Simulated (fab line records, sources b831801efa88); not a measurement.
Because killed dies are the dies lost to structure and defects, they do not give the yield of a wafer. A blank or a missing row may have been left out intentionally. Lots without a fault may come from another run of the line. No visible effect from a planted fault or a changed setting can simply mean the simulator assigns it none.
Which tool was responsible?	flow gf180mcu	6 lots with 18 wafers sampled at 2 steps, on a route of 602 steps

== WHAT THE GAUGES READ, wafer by wafer ==
GF_M5_OVL_MEAS_08.
lot	measured	on	M5_OVL (nm)
L954	day 26 20:31	overlay-02	0 -6 -7
L957	day 27 20:40	overlay-02	1 3 -8
L960	day 28 10:58	overlay-02	5 7 7
L966	day 30 07:52	overlay-02	-2 -16 0
L971	day 31 15:52	overlay-01	-9 -12 -12
L974	day 32 05:43	overlay-02	-8 -2 2

== WHAT TOOL EACH LOT RAN ON (gives the tool, then ch and the chambers of the sampled wafers, and finally the start) ==
lot	GF_STI_CLEAN_18
L954	wetBench-02 ch 0, day 2 07:37
L957	wetBench-02 ch 2, day 2 22:29
L960	wetBench-01 ch 0, day 3 14:11
L966	wetBench-02 ch 0, day 4 20:39
L971	wetBench-04 ch 1, day 5 22:13
L974	wetBench-02 ch 0, day 6 13:43
- GF_STI_CLEAN_18: cleans in SC1/SC2, time 150 s.

== THE ANSWER, worked out from the rows above alone ==
Rule: the lots themselves supply what counts as usual. The widest of any qualifying gaps counts: lots, ordered by their means at a reading, are off when they make up no more than a third of the lots, leave a main group of 4 or more, and stand apart from it by 3 or more times the standard deviation of that group's means. The tables above print the reading to a certain number of digits; a main group whose means all agree to those digits is not used. Also off: a lot with no number at a reading for which 4 or more lots have one. Any other lot the step has rows for is counted as sound.
No lot is off on any of the readings shown, so nothing can be concluded from this.

== WHAT WAS PUT IN BY THE SIMULATOR ==
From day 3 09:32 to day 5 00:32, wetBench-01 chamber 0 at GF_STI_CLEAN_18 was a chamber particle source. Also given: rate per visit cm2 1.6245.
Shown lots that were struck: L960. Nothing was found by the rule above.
